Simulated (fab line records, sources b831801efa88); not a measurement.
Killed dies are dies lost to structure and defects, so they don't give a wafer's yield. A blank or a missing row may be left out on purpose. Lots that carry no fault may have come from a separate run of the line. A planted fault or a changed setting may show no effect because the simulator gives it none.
A struck lot beside a sound one + flow sfq-line + 42 out of 325 route steps
Sound: the wafers L555.1, L555.2, L555.4. Struck: wafer L567.3. (L567.1, L567.2 of the same lot were not struck and are left out.) The cause comes at the end.
At each step with rows: each side's tool, then ch and its chambers, then its first start. Under that, the readings that differ: sound wafers + struck wafers + difference of the means + sigmas: that difference in standard deviations of wafers without a fault.
alike: same words and numbers on both sides, and readings whose means sit less than 2 such deviations apart. not compared: any withheld reading, any reading some wafer has no value for, any bound like >300 that may hide the same value, and any number with overlapping values for which the record gives no deviation.
Wherever a step has rows on one side only, a row that says differs or no value, or a row with sigmas, the two part there. Numbers that have no deviation but don't overlap get no sigmas and don't part them. Lack of a reading on every wafer of one side parts them only where that side has two or more wafers.

first, 6 steps without rows for these wafers: SFQ_TRILAYER_I3_VIA_LITHO_COAT_090 (resist thk 62 nm); SFQ_TRILAYER_I3_VIA_LITHO_COAT_085 (resist thk 650 nm); SFQ_TRILAYER_I3_VIA_LITHO_SOFTBAKE_089; SFQ_TRILAYER_I3_VIA_LITHO_EXPOSE_086 (exposes mask I3, target cd 500 nm); SFQ_TRILAYER_I3_VIA_LITHO_PEB_088 (peb time 60 s); SFQ_TRILAYER_I3_VIA_LITHO_DEVELOP_087 (time 60 s).
SFQ_I3_OVL_MEAS_923:
  struck on overlay-01, day 47 23:37; sound on overlay-01, day 44 01:04
  alike: I3_OVL
SFQ_TRILAYER_I3_VIA_BARC_OPEN_VIA_ETCH_121: etches BARC in O2, target depth 125 nm, time 41.7 s.
  sound on rie-diel-01 ch 1,2,3, day 44 01:07; struck on rie-diel-03 ch 0, day 47 23:40
  alike: bias-w, chamber-pressure-mTorr, drypump-motor-current-A, oes-product-au, rf-fwd-power-W
  not compared: rf-hours-counter-h
then, 4 steps without rows for these wafers: SFQ_TRILAYER_I3_VIA_ETCH_VIA_ETCH_088 (etches SiO2 in CHF3, stops on Nb, target depth 260 nm); SFQ_TRILAYER_I3_VIA_STRIP_STRIP_089 (strips in O2); SFQ_TRILAYER_I3_VIA_STRIP_SOLV_CLEAN_090 (cleans in NMP, time 600 s); SFQ_TRILAYER_M4_DEP_PRE_CLEAN_092 (time 22.5 s).
SFQ_TRILAYER_M4_DEP_SPUTTER_091: material Nb, target thk 200 nm, time 133.3 s.
  struck on pvd-sputter-06, day 48 01:14; sound on pvd-sputter-06, day 44 02:04
| reading                                             | sound             | struck | difference | sigmas |
|-----------------------------------------------------|-------------------|--------|------------|--------|
| model.Nb_of_TRILAYER_M4_DEP_SPUTTER_091.thk-nm (nm) | 202.9 204.7 206.7 | 138.6  | -66.2      |        |
  alike: chamber-pressure-pa, throttle-valve-pct
SFQ_M4_RS_MEAS_924: measurement is done with a four-point probe.
  struck on film-metro-02, day 48 01:19; sound on film-metro-01, day 44 02:10
| reading           | sound             | struck | difference | sigmas |
|-------------------|-------------------|--------|------------|--------|
| M4_NB_RS (ohm/sq) | 0.878 0.870 0.861 | 1.288  | +0.418     | +38    |
then, 6 steps without rows for these wafers: SFQ_TRILAYER_M4_LITHO_COAT_098 (resist thk 62 nm); SFQ_TRILAYER_M4_LITHO_COAT_093 (resist thk 600 nm); SFQ_TRILAYER_M4_LITHO_SOFTBAKE_097; SFQ_TRILAYER_M4_LITHO_EXPOSE_094 (exposes mask M4, target cd 500 nm); SFQ_TRILAYER_M4_LITHO_PEB_096 (peb time 60 s); SFQ_TRILAYER_M4_LITHO_DEVELOP_095 (time 60 s).
-- the record jumps here: 4 days lie between the struck wafers' starts before and after --
SFQ_M4_OVL_MEAS_926:
  struck on overlay-01, day 52 09:08; sound on overlay-01, day 48 18:49
  alike: M4_OVL
SFQ_TRILAYER_M4_BARC_OPEN_METAL_ETCH_123: etches BARC in O2, target depth 125 nm, time 41.7 s.
  sound on rie-metal-03 ch 0,1, day 48 18:52; struck on rie-metal-03 ch 0, day 52 09:10
  alike: bias-w, chamber-pressure-mTorr, drypump-motor-current-A, oes-product-au, rf-fwd-power-W
  not compared: rf-hours-counter-h
SFQ_TRILAYER_M4_ETCH_METAL_ETCH_096: etches Nb in Cl2/Ar, stops on SiO2, target depth 240 nm, time 120 s.
  sound on rie-metal-03 ch 0,1, day 48 18:55; struck on rie-metal-03 ch 0, day 52 09:17
| reading               | sound             | struck | difference | sigmas |
|-----------------------|-------------------|--------|------------|--------|
| oes-product-au (a.u.) | 0.905 0.915 0.905 | 0.738  | -0.170     | -21    |
  alike: bias-w, chamber-pressure-mTorr, drypump-motor-current-A, rf-fwd-power-W
  not compared: rf-hours-counter-h
SFQ_TRILAYER_M4_STRIP_STRIP_097: strips in O2.
  sound on rie-metal-03 ch 0,1, day 48 19:03; struck on rie-metal-03 ch 0, day 52 09:32
  alike: chamber-pressure-mTorr, drypump-motor-current-A, oes-product-au
  not compared: rf-hours-counter-h
then, 1 step without rows for these wafers: SFQ_TRILAYER_M4_STRIP_SOLV_CLEAN_098 (cleans in NMP, time 600 s).
SFQ_TRILAYER_I4_DEP_PECVD_099: deposits SiO2 from SiH4/N2O, time 111.11 s, target thk 500 nm.
  sound on pecvd-02 ch 0,2, day 48 19:49; struck on pecvd-03 ch 2, day 52 10:55
| reading            | sound    | struck | difference | sigmas |
|--------------------|----------|--------|------------|--------|
| heater-power-w (W) | 68 46 70 | 101    | +40        | +2     |
  alike: rf-fwd-power-W, throttle-valve-pct
then, 1 step without rows for these wafers: SFQ_TRILAYER_I4_CMP_CMP_100 (polishes SiO2).
SFQ_I4_BOW_MEAS_927:
  struck on film-metro-03, day 52 17:49; sound on film-metro-04, day 49 13:50
  alike: I4_BOW
SFQ_TRILAYER_I4_METRO_MEASURE_101:
  struck on film-metro-03, day 52 17:56; sound on film-metro-04, day 49 13:57
  alike: thk-nm
then, 6 steps without rows for these wafers: SFQ_TRILAYER_I4_VIA_LITHO_COAT_108 (resist thk 62 nm); SFQ_TRILAYER_I4_VIA_LITHO_COAT_103 (resist thk 650 nm); SFQ_TRILAYER_I4_VIA_LITHO_SOFTBAKE_107; SFQ_TRILAYER_I4_VIA_LITHO_EXPOSE_104 (exposes mask I4, target cd 700 nm); SFQ_TRILAYER_I4_VIA_LITHO_PEB_106 (peb time 60 s); SFQ_TRILAYER_I4_VIA_LITHO_DEVELOP_105 (time 60 s).
-- the record jumps here: 5 days lie between the struck wafers' starts before and after --
SFQ_I4_OVL_MEAS_928:
  struck on overlay-02, day 57 08:44; sound on overlay-01, day 49 19:56
  alike: I4_OVL
then, 5 steps without rows for these wafers: SFQ_TRILAYER_I4_VIA_BARC_OPEN_VIA_ETCH_146 (etches BARC in O2, target depth 125 nm, time 41.7 s); SFQ_TRILAYER_I4_VIA_ETCH_VIA_ETCH_106 (etches SiO2 in CHF3, stops on Nb, target depth 260 nm); SFQ_TRILAYER_I4_VIA_STRIP_STRIP_107 (strips in O2); SFQ_TRILAYER_I4_VIA_STRIP_SOLV_CLEAN_108 (cleans in NMP, time 600 s); SFQ_TRILAYER_JJ_TRILAYER_DEP_PRE_CLEAN_113 (time 22.5 s).
-- the record jumps here: 23 days lie between the struck wafers' starts before and after --
SFQ_M8_BOW_MEAS_951:
  struck on film-metro-02, day 80 13:27; sound on film-metro-04, day 77 18:38
| reading                 | sound               | struck | difference | sigmas |
|-------------------------|---------------------|--------|------------|--------|
| model.etest.m4.ohm-um   | 1.737 1.742 1.726   | 2.562  | +0.827     |        |
| model.etest.i3.link-ohm | 1.955 1.946 1.921   | 2.448  | +0.507     |        |
| model.etest.i4.link-ohm | 2.154 2.154 2.132   | 2.583  | +0.436     |        |
| model.etest.m4.ohm-sq   | 0.8765 0.869 0.8606 | 1.283  | +0.414     |        |
  alike: M8_BOW

== WHERE THEY PART ==
At SFQ_M4_RS_MEAS_924 first; at SFQ_TRILAYER_I4_DEP_PECVD_099 last (within this record only). Later steps at which nothing parts them and some readings are alike: SFQ_I4_BOW_MEAS_927, SFQ_TRILAYER_I4_METRO_MEASURE_101, SFQ_I4_OVL_MEAS_928, SFQ_M8_BOW_MEAS_951.

WHY: what had been put in by the simulator
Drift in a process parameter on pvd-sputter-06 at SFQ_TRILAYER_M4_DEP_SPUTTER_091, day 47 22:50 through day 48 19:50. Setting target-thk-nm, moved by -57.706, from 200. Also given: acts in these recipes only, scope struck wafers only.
